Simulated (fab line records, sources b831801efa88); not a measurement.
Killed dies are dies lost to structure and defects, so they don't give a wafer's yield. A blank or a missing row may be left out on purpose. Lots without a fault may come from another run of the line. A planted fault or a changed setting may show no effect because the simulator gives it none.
Problem report in the 8D (eight disciplines) form, filled by code | flow gf180mcu | the parts of the form that need people (team, actions taken, sign-off) are left out

1. THE PROBLEM
M3_ALCU_RS at GF_M3_RS_MEAS_05 reads a mean of 0.0443 ohm/sq on 2 wafers of 2 lots; wafers without a fault read 0.0694 ohm/sq with a standard deviation of 0.00087. That is -29 standard deviations from the usual mean.
The step: measures by four-point-probe.
First seen on wafer L836.2, day 23 00:02, on film_metro-01. The record holds 32 wafers of 11 lots with a number at this step. Rule for "out", or "out of limits": more than 4 standard deviations from the usual mean. The other wafers with a number count as sound.

2. WHAT IT IS AND WHAT IT IS NOT
question                    | is                           | is not
which readings at this step | M3_ALCU_RS                   | -
which lots                  | L836, L839                   | L830, L831, L832, L835, L848, L849, L850, L851, L852
which wafers of those lots  | L836.2, L839.2               | L836.3, L839.1, L839.6
read on which gauges        | film_metro-01, film_metro-04 | -
when                        | from day 23 00:02            | up to then (13 sound wafers); but 17 sound wafers of L839, L848, L849, L850, L851, L852 came after

3. SUSPECTS, AND WHAT RULES EACH OUT
Counting: a tool at a process step up to the reading stays a suspect if it ran every lot that is out. Sound lots after the first of them don't rule it out here, since some wafers of a struck lot are sound.
- the gauge at GF_M3_RS_MEAS_05: ruled out. The wafers that are out were read on 2 gauges (film_metro-01, film_metro-04).
- pvd_sputter-04 at GF_V2_SPUTTER_22 (material TiN, target thk 10 nm, time 40 s): kept. It ran every lot that is out, first L836 (day 22 23:10); its last sound lot up to then is L835 (day 21 23:13).
- pvd_sputter-02 at GF_M3_SPUTTER_02 (material AlCu, target thk 450 nm, time 23.9 s): kept. It ran every lot that is out, first L836 (day 22 23:56); its last sound lot up to then is L835 (day 21 23:59).
Left after counting: pvd_sputter-04 at GF_V2_SPUTTER_22, pvd_sputter-02 at GF_M3_SPUTTER_02.

4. THE CAUSE (what the simulator had put in)
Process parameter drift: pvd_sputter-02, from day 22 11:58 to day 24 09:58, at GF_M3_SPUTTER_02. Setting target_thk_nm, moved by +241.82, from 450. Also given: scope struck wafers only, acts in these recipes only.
Counting left 2 suspects, and this tool is among them.

5. THE CHAIN OF EFFECTS, in route order
Each row: a reading whose mean over the struck wafers that have a number lies more than 3 standard deviations from the usual. Only readings for which the record gives a usual standard deviation are gone through. hours: the time from each lot's start at the first step in this table that gives one to its start at this step, as a median over the lots. sigmas: the change in usual standard deviations.
hours | step                    | reading              | usual         | on struck wafers | change  | sigmas
0     | GF_M3_RS_MEAS_05        | M3_ALCU_RS           | 0.0694 ohm/sq | 0.0443           | -0.0251 | -29
0     | GF_M3_THK_MEAS_06       | M3_ALCU_THK          | 446 nm        | 694              | +248    | +35
195   | GF_PASSIVATION_PROBE_99 | defect_limited_yield | 90.3 %        | 4.7              | -85.6   | -61
195   | GF_PASSIVATION_PROBE_99 | killed_at_M0_to_M3   | 21            | 446              | +426    | +89
195   | GF_PASSIVATION_PROBE_99 | killed_dies          | 48            | 469              | +421    | +59
195   | GF_PASSIVATION_PROBE_99 | killed_on_rim        | 9.3           | 80.5             | +71.2   | +26
The process steps in it:
- GF_PASSIVATION_PROBE_99

6. WHAT WOULD HAVE CAUGHT IT SOONER
In this record the first reading out of limits at a measuring or inspecting step was taken at day 23 00:02, 12 hours after the fault began at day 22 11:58.
Of the tool readings at GF_M3_SPUTTER_02 for which the record gives a usual standard deviation, none was out on any struck wafer, so an alarm limit of 4 standard deviations on them would not have fired.
Of the lots that are out (2), L839 began GF_M3_SPUTTER_02 on pvd_sputter-02 after day 23 00:02. A hold on the tool at that time would have spared it.
